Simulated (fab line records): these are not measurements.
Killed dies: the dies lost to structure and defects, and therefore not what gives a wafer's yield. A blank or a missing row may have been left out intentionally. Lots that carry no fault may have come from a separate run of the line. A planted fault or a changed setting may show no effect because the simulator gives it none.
fab line records -- flow sky130
record lots=13, wafers=39, last_day=50
route steps=708 shown CONTACT@429 VIA1@458 PAD_OPEN@708
lots untouched by any fault: they come from a run of this same line in which no faults occurred
start_h: hours from the record's opening day to when the first of the lot's shown wafers began -- wait_h: how many hours have passed since the lot's step before this one -- " the same as in the row above -- L1.1+2: a single row standing in for several wafers -- - value missing, or start not given -- * or withheld: withheld -- < > ~ a bound
route shown NAME@n: names a module that has steps shown in the file, with the first one's number in the route -- usual: mean and standard deviation over wafers with no fault -- same: alike in all rows -- chamber/n: place in a boat -- sites: readings site by site -- _std_site: the values' standard deviation -- _edge_site: the outer-site mean with the inner-site mean subtracted -- radius_mm: how far each site lies from the wafer's centre -- mask NAME#n: copy n -- behind: the most recent tool/chamber to have shaped the wafer -- hold: what put the lot on hold/how long, in hours/how the hold closed -- device: whichever transistor did not switch (one of n, p or np) -- end of line: at the end of the route, the tests of the same wafers -- a step without rows: its recipe alone -- killed: the dies lost at the first sort to structure and to defects; this is not the yield of the wafer -- map: a wafer's dies, marking killed ones x, the rest . and places with no die _
set.NAME: the setting that was run; set.NAME@STEP: the one run at that earlier step -- model.NAME: the simulator's own value behind a step, which no gauge read
the route's steps for a sample of lots (tables are steps, rows are wafers)
services: the hour from which a tool's chamber was out of use, counted from the record's first day as start_h (under 0 if before that day), plus the number of hours and why
## steps
# step SKY_CONTACT_SPUTTER_23
# recipe material=TiN, target_thk_nm=20, chamber_pressure_pa=5, power_w=4000, time_s=80
# usual throttle_valve_pct=30.2/1.2
lot.wafer,tool,chamber,start_h,wait_h,throttle_valve_pct
L951.1,pvd_sputter-01,-,714.44,0.0,30.7
L951.3,pvd_sputter-01,-,714.44,0.0,30.3
L951.5,pvd_sputter-01,-,714.44,0.0,29.3
L952.4,pvd_sputter-03,-,728.14,0.0,30.8
L952.5,pvd_sputter-03,-,728.14,0.0,28.5
L952.6,pvd_sputter-03,-,728.14,0.0,31.1
L953.2,pvd_sputter-03,-,737.55,0.0,31.1
L953.4,pvd_sputter-03,-,737.55,0.0,29.6
L953.5,pvd_sputter-03,-,737.55,0.0,30.8
L954.2,pvd_sputter-03,-,748.94,0.0,28.3
L954.3,pvd_sputter-03,-,748.94,0.0,30.2
L954.6,pvd_sputter-03,-,748.94,0.0,30.0
L955.1,pvd_sputter-01,-,764.86,0.0,30.9
L955.2,pvd_sputter-01,-,764.86,0.0,29.6
L955.3,pvd_sputter-01,-,764.86,0.0,30.2
L957.2,pvd_sputter-04,-,783.83,0.0,28.4
L957.3,pvd_sputter-04,-,783.83,0.0,29.4
L957.4,pvd_sputter-04,-,783.83,0.0,32.0
L962.3,pvd_sputter-01,-,813.42,0.0,30.7
L962.4,pvd_sputter-01,-,813.42,0.0,30.2
L962.6,pvd_sputter-01,-,813.42,0.0,30.5
L965.1,pvd_sputter-03,-,836.01,0.0,30.0
L965.2,pvd_sputter-03,-,836.01,0.0,30.9
L965.4,pvd_sputter-03,-,836.01,0.0,31.0
L967.3,pvd_sputter-01,-,869.80,0.0,30.7
L967.5,pvd_sputter-01,-,869.80,0.0,29.7
L967.6,pvd_sputter-01,-,869.80,0.0,30.3
L971.3,pvd_sputter-04,-,897.96,0.0,28.5
L971.4,pvd_sputter-04,-,897.96,0.0,29.3
L971.5,pvd_sputter-04,-,897.96,0.0,29.5
L973.1,pvd_sputter-04,-,914.77,0.0,32.1
L973.3,pvd_sputter-04,-,914.77,0.0,28.5
L973.6,pvd_sputter-04,-,914.77,0.0,29.3
L972.1,pvd_sputter-03,-,915.12,0.0,28.2
L972.3,pvd_sputter-03,-,915.12,0.0,29.4
L972.6,pvd_sputter-03,-,915.12,0.0,29.9
L974.1,pvd_sputter-04,-,919.70,0.0,28.5
L974.2,pvd_sputter-04,-,919.70,0.0,29.1
L974.3,pvd_sputter-04,-,919.70,0.0,32.1
# step SKY_CONTACT_CVD_24
# recipe material=W, target_thk_nm=340, time_s=102.12, temp_c=400, pressure_torr=40
# usual heater_power_w=780/34
lot.wafer,tool,chamber,start_h,wait_h,heater_power_w
L951.1,cvd_w-01,1,714.50,0.0,769
L951.3,cvd_w-01,1,714.50,0.0,726
L951.5,cvd_w-01,1,714.50,0.0,758
L952.4,cvd_w-01,0,728.24,0.1,761
L952.5,cvd_w-01,0,728.24,0.1,771
L952.6,cvd_w-01,1,728.24,0.1,749
L953.2,cvd_w-02,0,737.61,0.0,801
L953.4,cvd_w-02,0,737.61,0.0,779
L953.5,cvd_w-02,0,737.61,0.0,816
L954.2,cvd_w-01,0,749.00,0.0,759
L954.3,cvd_w-01,0,749.00,0.0,745
L954.6,cvd_w-01,1,749.00,0.0,794
L955.1,cvd_w-01,0,764.92,0.0,761
L955.2,cvd_w-01,1,764.92,0.0,764
L955.3,cvd_w-01,0,764.92,0.0,766
L957.2,cvd_w-01,0,783.89,0.0,771
L957.3,cvd_w-01,1,783.89,0.0,769
L957.4,cvd_w-01,0,783.89,0.0,777
L962.3,cvd_w-02,0,813.52,0.1,791
L962.4,cvd_w-02,1,813.52,0.1,832
L962.6,cvd_w-02,1,813.52,0.1,859
L965.1,cvd_w-02,0,836.07,0.0,794
L965.2,cvd_w-02,1,836.07,0.0,840
L965.4,cvd_w-02,1,836.07,0.0,854
L967.3,cvd_w-01,1,869.90,0.1,769
L967.5,cvd_w-01,0,869.90,0.1,772
L967.6,cvd_w-01,1,869.90,0.1,776
L971.3,cvd_w-02,0,898.05,0.1,780
L971.4,cvd_w-02,1,898.05,0.1,878
L971.5,cvd_w-02,0,898.05,0.1,777
L973.1,cvd_w-01,0,914.83,0.0,762
L973.3,cvd_w-01,1,914.83,0.0,769
L973.6,cvd_w-01,0,914.83,0.0,756
L972.1,cvd_w-01,1,915.18,0.0,765
L972.3,cvd_w-01,1,915.18,0.0,761
L972.6,cvd_w-01,0,915.18,0.0,769
L974.1,cvd_w-01,0,919.76,0.0,760
L974.2,cvd_w-01,1,919.76,0.0,751
L974.3,cvd_w-01,1,919.76,0.0,762
# step SKY_VIA1_HDPCVD_00
# recipe material=SiO2, target_thk_nm=1030, sigma_open_frac=0.3, time_s=171.7, temp_c=400, sih4_flow_sccm=60, pressure_mtorr=6
# usual sih4_flow_sccm=59.99/0.18
lot.wafer,tool,chamber,start_h,wait_h,sih4_flow_sccm
L951.1,hdpcvd-02,0,743.94,0.0,60.09
L951.3,hdpcvd-02,2,743.94,0.0,59.97
L951.5,hdpcvd-02,2,743.94,0.0,59.99
L952.4,hdpcvd-01,2,756.65,0.1,59.88
L952.5,hdpcvd-01,0,756.65,0.1,60.06
L952.6,hdpcvd-01,1,756.65,0.1,60.34
L953.2,hdpcvd-01,0,765.61,0.0,59.88
L953.4,hdpcvd-01,0,765.61,0.0,60.23
L953.5,hdpcvd-01,2,765.61,0.0,60.24
L954.2,hdpcvd-02,2,777.71,0.0,60.03
L954.3,hdpcvd-02,0,777.71,0.0,60.22
L954.6,hdpcvd-02,2,777.71,0.0,60.15
L955.1,hdpcvd-01,0,792.88,0.0,59.69
L955.2,hdpcvd-01,1,792.88,0.0,60.08
L955.3,hdpcvd-01,2,792.88,0.0,60.01
L957.2,hdpcvd-01,1,812.33,0.0,59.88
L957.3,hdpcvd-01,2,812.33,0.0,59.84
L957.4,hdpcvd-01,2,812.33,0.0,59.87
L962.3,hdpcvd-02,0,841.32,0.0,29.96
L962.4,hdpcvd-02,0,841.32,0.0,30.04
L962.6,hdpcvd-02,1,841.32,0.0,59.95
L965.1,hdpcvd-01,2,864.58,0.0,60.02
L965.2,hdpcvd-01,1,864.58,0.0,60.07
L965.4,hdpcvd-01,0,864.58,0.0,59.94
L967.3,hdpcvd-01,1,896.65,0.0,59.99
L967.5,hdpcvd-01,1,896.65,0.0,60.21
L967.6,hdpcvd-01,2,896.65,0.0,59.90
L971.3,hdpcvd-02,1,924.44,0.0,59.93
L971.4,hdpcvd-02,2,924.44,0.0,59.93
L971.5,hdpcvd-02,1,924.44,0.0,60.05
L973.1,hdpcvd-01,2,941.04,0.0,59.64
L973.3,hdpcvd-01,0,941.04,0.0,60.19
L973.6,hdpcvd-01,0,941.04,0.0,60.00
L972.1,hdpcvd-02,1,941.43,0.0,59.93
L972.3,hdpcvd-02,2,941.43,0.0,59.93
L972.6,hdpcvd-02,1,941.43,0.0,59.73
L974.1,hdpcvd-02,2,946.18,0.0,60.06
L974.2,hdpcvd-02,1,946.18,0.0,59.86
L974.3,hdpcvd-02,0,946.18,0.0,59.91
# step SKY_VIA1_THK_MEAS_01
# recipe reads=SiO2_of_VIA1_HDPCVD_00
# usual VIA1_HDPCVD_THK=1027/11
lot.wafer,tool,chamber,start_h,wait_h,VIA1_HDPCVD_THK[nm]
L951.1,film_metro-01,-,744.06,0.1,1037
L951.3,film_metro-01,-,744.06,0.1,1047
L951.5,film_metro-01,-,744.06,0.1,1038
L952.4,film_metro-02,-,756.73,0.0,1032
L952.5,film_metro-02,-,756.73,0.0,1031
L952.6,film_metro-02,-,756.73,0.0,1033
L953.2,film_metro-01,-,765.73,0.1,1027
L953.4,film_metro-01,-,765.73,0.1,1015
L953.5,film_metro-01,-,765.73,0.1,1015
L954.2,film_metro-04,-,777.83,0.1,1030
L954.3,film_metro-04,-,777.83,0.1,1013
L954.6,film_metro-04,-,777.83,0.1,1039
L955.1,film_metro-01,-,792.99,0.1,1010
L955.2,film_metro-01,-,792.99,0.1,1020
L955.3,film_metro-01,-,792.99,0.1,1008
L957.2,film_metro-04,-,812.46,0.1,1021
L957.3,film_metro-04,-,812.46,0.1,1013
L957.4,film_metro-04,-,812.46,0.1,1011
L962.3,film_metro-04,-,841.45,0.1,527
L962.4,film_metro-04,-,841.45,0.1,526
L962.6,film_metro-04,-,841.45,0.1,1026
L965.1,film_metro-01,-,864.69,0.1,1007
L965.2,film_metro-01,-,864.69,0.1,1016
L965.4,film_metro-01,-,864.69,0.1,1018
L967.3,film_metro-01,-,896.79,0.1,1046
L967.5,film_metro-01,-,896.79,0.1,1039
L967.6,film_metro-01,-,896.79,0.1,1035
L971.3,film_metro-01,-,924.58,0.1,1025
L971.4,film_metro-01,-,924.58,0.1,1039
L971.5,film_metro-01,-,924.58,0.1,1028
L973.1,film_metro-04,-,941.16,0.1,1020
L973.3,film_metro-04,-,941.16,0.1,1040
L973.6,film_metro-04,-,941.16,0.1,1032
L972.1,film_metro-02,-,941.58,0.1,1038
L972.3,film_metro-02,-,941.58,0.1,1055
L972.6,film_metro-02,-,941.58,0.1,1024
L974.1,film_metro-04,-,946.29,0.1,1050
L974.2,film_metro-04,-,946.29,0.1,1031
L974.3,film_metro-04,-,946.29,0.1,1033
# step SKY_VIA1_OVL_MEAS_13
# usual VIA1_OVL=1/5.6
lot.wafer,tool,chamber,start_h,wait_h,VIA1_OVL[nm]
L951.1,overlay-01,-,771.93,0.1,-5
L951.3,overlay-01,-,771.93,0.1,-3
L951.5,overlay-01,-,771.93,0.1,-8
L952.4,overlay-02,-,783.70,0.1,2
L952.5,overlay-02,-,783.70,0.1,1
L952.6,overlay-02,-,783.70,0.1,1
L953.2,overlay-01,-,793.20,0.1,-7
L953.4,overlay-01,-,793.20,0.1,0
L953.5,overlay-01,-,793.20,0.1,-5
L954.2,overlay-02,-,804.54,0.1,3
L954.3,overlay-02,-,804.54,0.1,-1
L954.6,overlay-02,-,804.54,0.1,2
L955.1,overlay-02,-,819.54,0.1,-1
L955.2,overlay-02,-,819.54,0.1,0
L955.3,overlay-02,-,819.54,0.1,-5
L957.2,overlay-01,-,839.20,0.1,12
L957.3,overlay-01,-,839.20,0.1,5
L957.4,overlay-01,-,839.20,0.1,14
L962.3,overlay-02,-,867.99,0.1,8
L962.4,overlay-02,-,867.99,0.1,7
L962.6,overlay-02,-,867.99,0.1,5
L965.1,overlay-01,-,890.93,0.1,-6
L965.2,overlay-01,-,890.93,0.1,-8
L965.4,overlay-01,-,890.93,0.1,-4
L967.3,overlay-01,-,922.34,0.1,-6
L967.5,overlay-01,-,922.34,0.1,1
L967.6,overlay-01,-,922.34,0.1,-3
L971.3,overlay-02,-,949.45,0.1,8
L971.4,overlay-02,-,949.45,0.1,1
L971.5,overlay-02,-,949.45,0.1,8
L973.1,overlay-01,-,966.63,0.1,3
L973.3,overlay-01,-,966.63,0.1,4
L973.6,overlay-01,-,966.63,0.1,7
L972.1,overlay-02,-,966.83,0.1,6
L972.3,overlay-02,-,966.83,0.1,3
L972.6,overlay-02,-,966.83,0.1,-1
L974.1,overlay-02,-,971.33,0.1,-2
L974.2,overlay-02,-,971.33,0.1,3
L974.3,overlay-02,-,971.33,0.1,0
# step SKY_PAD_OPEN_PROBE_99
# usual defect_limited_yield=82.7/1.9, killed_at_M0_to_M3=43/6.6, killed_at_M4_up=3.1/1.6, killed_at_contacts=23/5.6, killed_at_front_end=15/4.2, killed_at_other=0.2/0.43, killed_dies=85/9.3, killed_open=46/6.6, killed_short=39/6.2
# same gross_dies=492, killed_at_back_side=0
lot.wafer,tool,chamber,start_h,wait_h,defect_limited_yield[%],killed_at_M0_to_M3,killed_at_M4_up,killed_at_contacts,killed_at_front_end,killed_at_other,killed_dies,killed_open,killed_short
L951.1,prober-01,-,1056.66,0.1,81.5,44,1,32,13,1,91,50,41
L951.3,prober-01,-,1056.76,0.2,80.7,45,2,28,20,0,95,54,41
L951.5,prober-01,-,1056.86,0.2,81.1,43,5,26,19,0,93,46,47
L952.4,prober-02,-,1066.54,0.2,84.3,45,5,12,15,0,77,39,38
L952.5,prober-02,-,1066.59,0.2,84.3,46,4,16,11,0,77,44,33
L952.6,prober-02,-,1066.64,0.2,82.1,47,5,27,9,0,88,45,43
L953.2,prober-01,-,1073.31,0.1,81.1,49,5,24,15,0,93,47,46
L953.4,prober-01,-,1073.41,0.2,84.3,53,2,10,11,1,77,51,26
L953.5,prober-01,-,1073.46,0.2,80.9,51,3,23,17,0,94,52,42
L954.2,prober-02,-,1083.38,0.1,82.3,44,4,25,14,0,87,42,45
L954.3,prober-02,-,1083.43,0.2,81.3,54,9,21,8,0,92,50,42
L954.6,prober-02,-,1083.58,0.2,83.1,43,3,25,10,2,83,48,35
L955.1,prober-01,-,1095.47,0.1,83.5,39,1,20,21,0,81,49,32
L955.2,prober-01,-,1095.52,0.1,79.3,50,4,26,22,0,102,53,49
L955.3,prober-01,-,1095.57,0.2,86.2,48,0,12,8,0,68,38,30
L957.2,prober-01,-,1110.48,0.1,79.7,46,4,28,22,0,100,57,43
L957.3,prober-01,-,1110.53,0.2,82.9,46,3,22,13,0,84,50,34
L957.4,prober-01,-,1110.58,0.2,80.5,57,1,22,16,0,96,53,43
L962.3,prober-02,-,1133.06,0.2,83.7,49,2,19,10,0,80,37,43
L962.4,prober-02,-,1133.11,0.2,81.5,36,5,34,16,0,91,51,40
L962.6,prober-02,-,1133.21,0.2,83.7,38,3,29,10,0,80,38,42
L965.1,prober-01,-,1148.94,0.1,81.5,46,2,26,17,0,91,60,31
L965.2,prober-01,-,1148.99,0.1,83.3,41,3,26,12,0,82,42,40
L965.4,prober-01,-,1149.09,0.2,86.2,35,2,17,14,0,68,35,33
L967.3,prober-02,-,1170.93,0.2,82.5,48,2,21,15,0,86,45,41
L967.5,prober-02,-,1171.03,0.2,84.8,28,2,27,18,0,75,42,33
L967.6,prober-02,-,1171.08,0.2,83.5,41,5,21,14,0,81,40,41
L971.3,prober-01,-,1190.17,0.2,81.5,40,3,34,14,0,91,53,38
L971.4,prober-01,-,1190.22,0.2,85.6,38,1,17,14,1,71,29,42
L971.5,prober-01,-,1190.27,0.2,82.9,44,3,19,16,2,84,50,34
L973.1,prober-02,-,1199.85,0.1,85.6,31,3,22,14,1,71,40,31
L973.3,prober-02,-,1199.95,0.2,79.7,48,4,34,13,1,100,56,44
L973.6,prober-02,-,1200.10,0.2,84.8,39,2,21,13,0,75,42,33
L972.1,prober-01,-,1201.35,0.1,82.7,45,2,20,18,0,85,41,41
L972.3,prober-01,-,1201.45,0.2,83.5,47,2,22,10,0,81,46,35
L972.6,prober-01,-,1201.60,0.2,82.7,40,3,32,9,1,85,50,35
L974.1,prober-02,-,1204.39,0.1,80.9,52,3,22,17,0,94,50,44
L974.2,prober-02,-,1204.44,0.1,86.4,39,6,15,7,0,67,41,26
L974.3,prober-02,-,1204.49,0.2,84.3,40,3,21,13,0,77,42,35
# killed by level:class
L951.1 CONTACT:geometric_particle:open=14 VIA1:geometric_particle:open=9 LI_CONTACT:geometric_particle:open=8 METAL1:geometric_particle:short=6 VIA2:geometric_particle:open=6 CONTACT:geometric_particle:short=5 METAL2:geometric_particle:short=5 POLY_GATE:geometric_particle:short=4
L951.3 VIA3:geometric_particle:open=16 LI_CONTACT:geometric_particle:open=8 CONTACT:geometric_particle:short=8 CONTACT:geometric_particle:open=8 METAL1:geometric_particle:short=8 FIELD_ISO:geometric_particle:short=6 VIA1:geometric_particle:open=6 FIELD_ISO:geometric_particle:open=5
L951.5 VIA1:geometric_particle:open=9 LI_CONTACT:geometric_particle:open=8 CONTACT:geometric_particle:short=8 VIA2:geometric_particle:open=7 LI_CONTACT:geometric_particle:short=6 METAL2:geometric_particle:short=6 FIELD_ISO:geometric_particle:open=5 FIELD_ISO:geometric_particle:short=4
L952.4 VIA1:geometric_particle:open=14 METAL1:geometric_particle:short=10 VIA3:geometric_particle:open=7 CONTACT:geometric_particle:open=6 POLY_GATE:geometric_particle:short=4 VIA2:geometric_particle:short=4 VIA3:geometric_particle:short=4 METAL4:geometric_particle:short=4
L952.5 VIA1:geometric_particle:open=11 VIA3:geometric_particle:open=8 LI_CONTACT:geometric_particle:open=7 VIA2:geometric_particle:open=7 METAL1:geometric_particle:short=5 VIA1:geometric_particle:short=5 METAL4:geometric_particle:short=4 POLY_GATE:geometric_particle:open=3
L952.6 LI_CONTACT:geometric_particle:open=13 VIA1:geometric_particle:open=11 FIELD_ISO:geometric_particle:short=6 METAL1:geometric_particle:short=6 VIA3:geometric_particle:open=5 CONTACT:geometric_particle:open=5 CONTACT:geometric_particle:short=5 VIA1:geometric_particle:short=5
L953.2 VIA1:geometric_particle:open=12 VIA1:geometric_particle:short=9 CONTACT:geometric_particle:open=8 METAL1:geometric_particle:short=8 VIA3:geometric_particle:open=7 LI_CONTACT:geometric_particle:short=6 POLY_GATE:geometric_particle:short=5 CONTACT:geometric_particle:short=4
L953.4 VIA1:geometric_particle:open=18 VIA2:geometric_particle:open=9 VIA3:geometric_particle:open=8 POLY_GATE:geometric_particle:open=5 CONTACT:geometric_particle:open=5 VIA1:geometric_particle:short=5 METAL2:geometric_particle:short=4 METAL1:geometric_particle:short=3
L953.5 VIA2:geometric_particle:open=11 VIA1:geometric_particle:open=9 LI_CONTACT:geometric_particle:open=8 CONTACT:geometric_particle:open=6 FIELD_ISO:geometric_particle:short=5 POLY_GATE:geometric_particle:open=5 METAL2:geometric_particle:short=5 VIA1:geometric_particle:short=5
L954.2 CONTACT:geometric_particle:open=13 VIA2:geometric_particle:open=7 METAL1:geometric_particle:short=6 VIA1:geometric_particle:open=6 VIA2:geometric_particle:short=6 FIELD_ISO:geometric_particle:short=5 LI_CONTACT:geometric_particle:short=5 VIA3:geometric_particle:open=5
L954.3 VIA3:geometric_particle:open=10 VIA1:geometric_particle:open=10 METAL2:geometric_particle:short=7 VIA2:geometric_particle:open=7 LI_CONTACT:geometric_particle:open=6 VIA3:geometric_particle:short=6 METAL4:geometric_particle:short=6 CONTACT:geometric_particle:open=5
L954.6 VIA2:geometric_particle:open=11 CONTACT:geometric_particle:open=9 LI_CONTACT:geometric_particle:open=7 VIA1:geometric_particle:open=6 VIA3:geometric_particle:open=5 METAL2:geometric_particle:short=5 METAL1:geometric_particle:short=4 FIELD_ISO:geometric_particle:short=3
L955.1 CONTACT:geometric_particle:open=8 FIELD_ISO:geometric_particle:open=7 VIA2:geometric_particle:open=7 VIA3:geometric_particle:open=7 LI_CONTACT:geometric_particle:open=6 METAL2:geometric_particle:short=5 METAL3:geometric_particle:short=5 POLY_GATE:geometric_particle:open=4
L955.2 VIA1:geometric_particle:open=16 CONTACT:geometric_particle:open=11 METAL1:geometric_particle:short=8 FIELD_ISO:geometric_particle:short=7 VIA3:geometric_particle:open=7 LI_CONTACT:geometric_particle:open=5 FIELD_ISO:geometric_particle:open=4 LI_CONTACT:geometric_particle:short=4
L955.3 CONTACT:geometric_particle:open=9 VIA3:geometric_particle:open=9 VIA1:geometric_particle:open=8 METAL1:geometric_particle:short=5 METAL2:geometric_particle:short=5 FIELD_ISO:geometric_particle:short=4 METAL1:geometric_particle:open=4 VIA2:geometric_particle:short=4
L957.2 CONTACT:geometric_particle:open=9 VIA2:geometric_particle:open=9 LI_CONTACT:geometric_particle:open=8 VIA1:geometric_particle:open=8 CONTACT:geometric_particle:short=6 METAL1:geometric_particle:short=6 FIELD_ISO:geometric_particle:open=5 FIELD_ISO:geometric_particle:short=5
L957.3 METAL1:geometric_particle:short=9 VIA2:geometric_particle:open=9 CONTACT:geometric_particle:open=7 VIA1:geometric_particle:open=7 VIA3:geometric_particle:open=6 LI_CONTACT:geometric_particle:open=6 CONTACT:geometric_particle:short=5 POLY_GATE:geometric_particle:open=4
L957.4 VIA1:geometric_particle:open=12 METAL2:geometric_particle:short=11 LI_CONTACT:geometric_particle:open=10 VIA2:geometric_particle:open=8 VIA1:geometric_particle:short=7 VIA3:geometric_particle:open=6 CONTACT:geometric_particle:open=5 CONTACT:geometric_particle:short=5
L962.3 METAL2:geometric_particle:short=13 METAL1:geometric_particle:short=10 VIA3:geometric_particle:open=7 CONTACT:geometric_particle:open=6 LOCAL_INTERCONNECT:geometric_particle:open=5 VIA1:geometric_particle:short=4 VIA1:geometric_particle:open=4 VIA2:geometric_particle:open=4
L962.4 CONTACT:geometric_particle:open=12 VIA1:geometric_particle:open=10 VIA2:geometric_particle:open=9 LI_CONTACT:geometric_particle:short=7 LI_CONTACT:geometric_particle:open=7 VIA3:geometric_particle:open=5 METAL4:geometric_particle:short=5 FIELD_ISO:geometric_particle:open=4
L962.6 CONTACT:geometric_particle:open=15 METAL2:geometric_particle:short=11 METAL1:geometric_particle:short=7 VIA1:geometric_particle:open=7 CONTACT:geometric_particle:short=5 FIELD_ISO:geometric_particle:short=4 LOCAL_INTERCONNECT:geometric_particle:short=4 VIA2:geometric_particle:open=4
L965.1 CONTACT:geometric_particle:open=14 VIA2:geometric_particle:open=12 VIA3:geometric_particle:open=10 VIA1:geometric_particle:open=7 FIELD_ISO:geometric_particle:open=6 LI_CONTACT:geometric_particle:open=6 METAL3:geometric_particle:short=5 FIELD_ISO:geometric_particle:short=4
L965.2 VIA1:geometric_particle:open=11 CONTACT:geometric_particle:open=7 LI_CONTACT:geometric_particle:open=6 VIA1:geometric_particle:short=6 CONTACT:geometric_particle:short=5 VIA3:geometric_particle:open=5 METAL1:geometric_particle:short=5 VIA3:geometric_particle:short=5
L965.4 VIA1:geometric_particle:open=10 METAL1:geometric_particle:short=7 FIELD_ISO:geometric_particle:open=6 CONTACT:geometric_particle:open=5 VIA3:geometric_particle:open=5 CONTACT:geometric_particle:short=4 FIELD_ISO:geometric_particle:short=3 LI_CONTACT:geometric_particle:open=3
L967.3 VIA1:geometric_particle:open=13 CONTACT:geometric_particle:open=6 VIA2:geometric_particle:open=6 FIELD_ISO:geometric_particle:open=5 LI_CONTACT:geometric_particle:open=5 CONTACT:geometric_particle:short=5 VIA1:geometric_particle:short=5 VIA3:geometric_particle:open=5
L967.5 VIA1:geometric_particle:open=9 LI_CONTACT:geometric_particle:open=7 CONTACT:geometric_particle:open=7 CONTACT:geometric_particle:short=7 FIELD_ISO:geometric_particle:open=5 POLY_GATE:geometric_particle:open=4 METAL2:geometric_particle:short=4 VIA3:geometric_particle:open=4
L967.6 VIA1:geometric_particle:short=10 VIA1:geometric_particle:open=9 LI_CONTACT:geometric_particle:open=7 CONTACT:geometric_particle:open=6 METAL2:geometric_particle:short=6 CONTACT:geometric_particle:short=5 METAL1:geometric_particle:short=5 VIA2:geometric_particle:open=5
L971.3 LI_CONTACT:geometric_particle:open=11 VIA1:geometric_particle:open=11 FIELD_ISO:geometric_particle:open=8 CONTACT:geometric_particle:open=8 LOCAL_INTERCONNECT:geometric_particle:short=6 METAL1:geometric_particle:short=6 VIA2:geometric_particle:open=6 CONTACT:geometric_particle:short=5
L971.4 LI_CONTACT:geometric_particle:open=7 METAL2:geometric_particle:short=7 POLY_GATE:geometric_particle:short=5 METAL1:geometric_particle:short=5 VIA3:geometric_particle:open=5 FIELD_ISO:geometric_particle:short=4 CONTACT:geometric_particle:open=4 VIA2:geometric_particle:open=4
L971.5 VIA1:geometric_particle:open=10 CONTACT:geometric_particle:open=9 VIA3:geometric_particle:open=7 VIA1:geometric_particle:short=6 FIELD_ISO:geometric_particle:open=5 LI_CONTACT:geometric_particle:open=5 METAL2:geometric_particle:short=5 FIELD_ISO:geometric_particle:short=4
L973.1 LI_CONTACT:geometric_particle:open=7 CONTACT:geometric_particle:short=7 VIA1:geometric_particle:open=7 FIELD_ISO:geometric_particle:open=5 CONTACT:geometric_particle:open=5 FIELD_ISO:geometric_particle:short=4 POLY_GATE:geometric_particle:open=4 METAL2:geometric_particle:short=4
L973.3 VIA1:geometric_particle:open=16 CONTACT:geometric_particle:open=11 LI_CONTACT:geometric_particle:open=9 VIA2:geometric_particle:open=9 LOCAL_INTERCONNECT:geometric_particle:short=7 FIELD_ISO:geometric_particle:open=4 CONTACT:geometric_particle:short=4 METAL1:geometric_particle:short=4
L973.6 VIA1:geometric_particle:open=10 FIELD_ISO:geometric_particle:open=6 VIA2:geometric_particle:open=6 LI_CONTACT:geometric_particle:open=5 CONTACT:geometric_particle:open=5 VIA3:geometric_particle:open=5 LI_CONTACT:geometric_particle:short=4 CONTACT:geometric_particle:short=4
L972.1 LI_CONTACT:geometric_particle:open=8 CONTACT:geometric_particle:open=7 METAL1:geometric_particle:short=7 METAL3:geometric_particle:short=6 VIA1:geometric_particle:open=6 VIA2:geometric_particle:open=6 FIELD_ISO:geometric_particle:open=4 FIELD_ISO:geometric_particle:short=4
L972.3 VIA3:geometric_particle:open=11 LI_CONTACT:geometric_particle:open=8 VIA2:geometric_particle:open=8 VIA1:geometric_particle:open=7 CONTACT:geometric_particle:open=5 VIA1:geometric_particle:short=5 FIELD_ISO:geometric_particle:short=4 LI_CONTACT:geometric_particle:short=4
L972.6 CONTACT:geometric_particle:open=12 LI_CONTACT:geometric_particle:open=10 VIA3:geometric_particle:open=8 VIA1:geometric_particle:open=6 VIA1:geometric_particle:short=5 METAL1:geometric_particle:short=4 POLY_GATE:geometric_particle:open=4 VIA2:geometric_particle:short=4
L974.1 CONTACT:geometric_particle:open=11 METAL2:geometric_particle:short=11 VIA1:geometric_particle:open=8 VIA2:geometric_particle:open=8 FIELD_ISO:geometric_particle:short=5 LI_CONTACT:geometric_particle:open=5 METAL1:geometric_particle:short=5 VIA1:geometric_particle:short=5
L974.2 VIA1:geometric_particle:open=10 VIA3:geometric_particle:open=9 CONTACT:geometric_particle:open=6 METAL4:geometric_particle:short=5 LOCAL_INTERCONNECT:geometric_particle:short=4 VIA1:geometric_particle:short=4 FIELD_ISO:geometric_particle:open=3 METAL2:geometric_particle:open=3
L974.3 VIA2:geometric_particle:open=11 CONTACT:geometric_particle:open=8 VIA1:geometric_particle:open=7 POLY_GATE:geometric_particle:short=7 CONTACT:geometric_particle:short=6 METAL2:geometric_particle:short=5 LI_CONTACT:geometric_particle:open=4 VIA3:geometric_particle:open=4
## services
tool,chamber,start_h,hours,kind
cvd_w-02,-,691.29,28.1,pm
cvd_w-01,1,695.64,7.8,repair
pvd_sputter-01,2,707.06,-,consumable_replace:kit
pvd_sputter-01,2,707.06,18.0,scheduled_down
pvd_sputter-01,2,707.06,18.0,vent_cycle
hdpcvd-02,-,712.79,1.0,repair
cvd_w-02,-,719.39,2.8,pm
pvd_sputter-04,-,728.96,1.7,repair
hdpcvd-01,-,730.75,2.8,pm
cvd_w-01,-,742.97,2.0,repair
cvd_w-01,-,803.76,2.8,pm
pvd_sputter-04,-,829.68,2.6,repair
pvd_sputter-03,3,832.59,-,consumable_replace:kit
pvd_sputter-03,3,832.59,18.0,scheduled_down
pvd_sputter-03,3,832.59,18.0,vent_cycle
hdpcvd-01,-,841.12,1.1,repair
pvd_sputter-04,-,842.94,2.8,repair
cvd_w-02,-,845.11,1.3,repair
pvd_sputter-01,-,892.39,7.3,repair
cvd_w-02,-,904.00,14.0,pm
pvd_sputter-04,-,905.54,3.6,repair
hdpcvd-01,-,907.66,1.2,repair
cvd_w-01,-,932.22,0.8,repair
cvd_w-02,-,938.23,6.0,pm
## key
first_sign step=SKY_VIA1_HDPCVD_00, reading=sih4_flow_sccm, direction=down, sigmas=99+, usual=59.99, struck=30.00
effect step=SKY_VIA1_THK_MEAS_01, reading=VIA1_HDPCVD_THK, direction=down, sigmas=45, usual=1027, struck=527
met_at SKY_VIA1_HDPCVD_00
struck_lots L962
struck_wafers L962.3,L962.4
not_acting_at SKY_CONTACT_SPUTTER_23,SKY_CONTACT_CVD_24,SKY_VIA1_OVL_MEAS_13
onset_between 777.71 841.32
fault kind=process_parameter_drift, tool=hdpcvd-02, chamber=0, onset_h=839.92, steps=SKY_VIA1_HDPCVD_00, channel=sih4_flow_sccm, offset=-30, shape=step, end_h=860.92, acts_in=these_recipes_only, stated=60
